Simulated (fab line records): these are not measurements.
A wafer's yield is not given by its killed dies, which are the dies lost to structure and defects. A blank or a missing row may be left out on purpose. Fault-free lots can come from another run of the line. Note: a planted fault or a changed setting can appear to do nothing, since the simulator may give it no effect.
What tool caused it? + flow sky130 + 11 lots with 33 wafers sampled at 2 steps, on a route of 708 steps

== WHAT THE GAUGES READ, wafer by wafer ==
SKY_VIA2_THK_MEAS_01. Usual: VIA2_HDPCVD_THK typically reads 1174 nm, with standard deviation 12.
| lot  | measured     | on            | VIA2_HDPCVD_THK (nm) | flag |
|------|--------------|---------------|----------------------|------|
| L993 | day 35 11:59 | film-metro-01 | 1166 1186 1167       |      |
| L994 | day 35 20:05 | film-metro-04 | 1185 1175 1174       |      |
| L995 | day 36 05:08 | film-metro-03 | 1188 1172 1182       |      |
| L100 | day 38 09:13 | film-metro-03 | 1169 1162 1164       |      |
| L101 | day 38 16:22 | film-metro-01 | 1161 1149 1150       |      |
| L102 | day 38 20:09 | film-metro-03 | 1190 1186 1190       |      |
| L105 | day 39 18:23 | film-metro-04 | 1168 1166 1170       |      |
| L106 | day 39 21:07 | film-metro-01 | 1178 1189 1179       |      |
| L111 | day 41 09:05 | film-metro-04 | 1177 1196 1196       |      |
| L112 | day 41 10:50 | film-metro-03 | 1173 1165 1170       |      |
| L115 | day 42 07:53 | film-metro-03 | 1179 1187 1177       |      |

SKY_VIA3_BOW_MEAS_03. Usual: VIA3_BOW typically reads 79 um, with standard deviation 7.7.
| lot  | measured     | on            | VIA3_BOW (um) | flag |
|------|--------------|---------------|---------------|------|
| L993 | day 38 21:44 | film-metro-02 | 80 85 93      |      |
| L994 | day 39 05:52 | film-metro-02 | 73 71 74      |      |
| L995 | day 39 15:25 | film-metro-03 | 78 85 79      |      |
| L100 | day 41 15:18 | film-metro-01 | 83 69 93      |      |
| L101 | day 41 22:43 | film-metro-02 | 74 69 67      |      |
| L102 | day 42 01:28 | film-metro-02 | 71 74 86      |      |
| L105 | day 42 22:47 | film-metro-01 | 78 76 71      |      |
| L106 | day 43 00:53 | film-metro-01 | 79 73 89      |      |
| L111 | day 44 11:26 | film-metro-01 | 80 82 68      |      |
| L112 | day 44 14:05 | film-metro-01 | 85 76 81      |      |
| L115 | day 45 09:12 | film-metro-01 | 76 75 86      |      |

== TOOL THAT RAN EACH LOT (tool first, then ch and the chambers of the sampled wafers, then the start) ==
No process step before these readings appears in the record.

== WHAT THE TOOLS THEMSELVES READ (means of the sampled wafers that have a number; where no wafer has one, the mark that the record gives instead) ==
The record holds no such reading with a usual standard deviation.

== THE ANSWER, worked out from the rows above alone ==
Rule: lot off if the mean of its wafers having a number is beyond 3 standard deviations from the usual mean. Also off: a lot with no number at a reading for which 4 or more lots have one. All remaining lots with rows at the step are treated as sound. First the gauges in route order, then the tools' own readings, where a lot's mean is used as printed above. At the first step where some lot is off, the reading lying furthest off is the one used; lots without a number count as furthest.
Across all readings shown, no lot is off: no conclusion can be drawn from this.

== WHAT THE SIMULATOR HAD INSERTED ==
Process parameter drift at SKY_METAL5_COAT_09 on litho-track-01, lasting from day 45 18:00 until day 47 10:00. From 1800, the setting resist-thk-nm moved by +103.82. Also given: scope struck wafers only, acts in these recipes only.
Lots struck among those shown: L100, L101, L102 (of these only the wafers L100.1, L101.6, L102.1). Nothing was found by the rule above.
